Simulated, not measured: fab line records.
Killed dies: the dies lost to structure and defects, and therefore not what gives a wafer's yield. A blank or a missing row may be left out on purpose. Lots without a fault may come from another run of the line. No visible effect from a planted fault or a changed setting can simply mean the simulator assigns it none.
The tool behind it: which one? + flow sky130 + 12 lots, 36 wafers sampled, at 3 steps of a route of 708

== WHAT EACH GAUGE READ, for each wafer ==
SKY_CAP2M_THK_MEAS_04: measures by xrf.
| lot  | measured     | on            | CAP2M_TIN_THK (nm) |
|------|--------------|---------------|--------------------|
| L280 | day 40 00:28 | film_metro-03 | 199.9 202.0 201.8  |
| L281 | day 40 06:28 | film_metro-01 | 201.4 200.1 202.6  |
| L282 | day 40 12:53 | film_metro-02 | 197.1 199.7 198.9  |
| L284 | day 40 22:08 | film_metro-02 | 197.8 202.8 198.9  |
| L283 | day 41 02:02 | film_metro-01 | 198.5 199.2 197.7  |
| L292 | day 43 14:05 | film_metro-01 | 196.7 194.4 194.9  |
| L295 | day 44 12:44 | film_metro-01 | 201.3 201.0 201.9  |
| L296 | day 44 20:13 | film_metro-03 | 201.9 202.5 203.8  |
| L299 | day 45 14:17 | film_metro-03 | 192.8 193.0 192.6  |
| L303 | day 46 07:52 | film_metro-03 | 200.2 195.8 198.5  |
| L301 | day 46 08:44 | film_metro-03 | 196.7 192.4 192.0  |
| L302 | day 46 12:25 | film_metro-02 | 195.4 193.1 193.4  |

== WHAT TOOL EACH LOT RAN ON (gives the tool, then ch and the chambers of the sampled wafers, and finally the start) ==
| lot  | SKY_CONTACT_STRIP_19                 | SKY_CAP2M_SPUTTER_02         |
|------|--------------------------------------|------------------------------|
| L280 | plasma_asher-04 ch 0, day 31 20:11   | pvd_sputter-03, day 40 00:14 |
| L281 | plasma_asher-03 ch 0,1, day 32 01:23 | pvd_sputter-03, day 40 06:14 |
| L282 | plasma_asher-04 ch 0,1, day 32 11:29 | pvd_sputter-02, day 40 12:39 |
| L284 | plasma_asher-04 ch 0,1, day 32 19:44 | pvd_sputter-01, day 40 21:55 |
| L283 | plasma_asher-03 ch 0, day 32 22:41   | pvd_sputter-01, day 41 01:49 |
| L292 | plasma_asher-04 ch 0,1, day 35 17:28 | pvd_sputter-01, day 43 13:52 |
| L295 | plasma_asher-03 ch 0,1, day 36 19:07 | pvd_sputter-03, day 44 12:29 |
| L296 | plasma_asher-03 ch 1, day 37 06:09   | pvd_sputter-02, day 44 19:59 |
| L299 | plasma_asher-03 ch 0,1, day 38 03:14 | pvd_sputter-01, day 45 14:02 |
| L303 | plasma_asher-01 ch 0,1, day 38 23:53 | pvd_sputter-03, day 46 07:38 |
| L301 | plasma_asher-03 ch 0,1, day 39 00:55 | pvd_sputter-02, day 46 08:29 |
| L302 | plasma_asher-01 ch 0,1, day 39 03:09 | pvd_sputter-01, day 46 12:05 |
- SKY_CONTACT_STRIP_19: strips in O2/N2.
- SKY_CAP2M_SPUTTER_02: material TiN, target thk 200 nm, time 166.7 s.

== AS READ BY THE TOOLS THEMSELVES (means over the sampled wafers that have a number; for cases with no such wafer, the mark the record gives instead) ==
SKY_CONTACT_STRIP_19.
| lot  | tool            | drypump_motor_current_A (A) | oes_product_au (a.u.) | strip_time_to_endpoint_s (s) |
|------|-----------------|-----------------------------|-----------------------|------------------------------|
| L280 | plasma_asher-04 | 6.6                         | 0.381                 | 3.641                        |
| L281 | plasma_asher-03 | 5.2                         | 0.379                 | 3.680                        |
| L282 | plasma_asher-04 | 5.9                         | 0.374                 | 3.628                        |
| L284 | plasma_asher-04 | 6.2                         | 0.380                 | 3.642                        |
| L283 | plasma_asher-03 | 5.3                         | 0.383                 | 3.615                        |
| L292 | plasma_asher-04 | 6.2                         | 0.381                 | 3.680                        |
| L295 | plasma_asher-03 | 5.3                         | 0.382                 | 3.603                        |
| L296 | plasma_asher-03 | 5.3                         | 0.382                 | 3.644                        |
| L299 | plasma_asher-03 | 5.2                         | 0.383                 | 3.628                        |
| L303 | plasma_asher-01 | 6.0                         | 0.383                 | 3.638                        |
| L301 | plasma_asher-03 | 5.3                         | 0.382                 | 3.644                        |
| L302 | plasma_asher-01 | 6.0                         | 0.378                 | 3.627                        |

SKY_CAP2M_SPUTTER_02.
| lot  | tool           | throttle_valve_pct (%) |
|------|----------------|------------------------|
| L280 | pvd_sputter-03 | 30.1                   |
| L281 | pvd_sputter-03 | 29.7                   |
| L282 | pvd_sputter-02 | 29.0                   |
| L284 | pvd_sputter-01 | 29.9                   |
| L283 | pvd_sputter-01 | 31.0                   |
| L292 | pvd_sputter-01 | 30.3                   |
| L295 | pvd_sputter-03 | 29.8                   |
| L296 | pvd_sputter-02 | 28.9                   |
| L299 | pvd_sputter-01 | 29.6                   |
| L303 | pvd_sputter-03 | 30.0                   |
| L301 | pvd_sputter-02 | 30.5                   |
| L302 | pvd_sputter-01 | 29.4                   |

== THE ANSWER, worked out from the rows above alone ==
Rule: what is usual is taken from the lots themselves. The widest of any qualifying gaps counts: lots, ordered by their means at a reading, are off when they make up no more than a third of the lots, leave a main group of 4 or more, and stand apart from it by 3 or more times the standard deviation of that group's means. A main group whose means are all the same, to the digits that the tables above print for the reading, isn't used. Also off: a lot with no number at a reading for which 4 or more lots have one. All remaining lots with rows at the step are treated as sound. First the gauges in route order, then the tools' own readings, where a lot's mean is used as printed above. At the first step where some lot is off, the reading lying furthest off is the one used; lots without a number count as furthest.
None of the lots is off at any reading shown; this tells nothing.

== WHAT WAS PUT IN BY THE SIMULATOR ==
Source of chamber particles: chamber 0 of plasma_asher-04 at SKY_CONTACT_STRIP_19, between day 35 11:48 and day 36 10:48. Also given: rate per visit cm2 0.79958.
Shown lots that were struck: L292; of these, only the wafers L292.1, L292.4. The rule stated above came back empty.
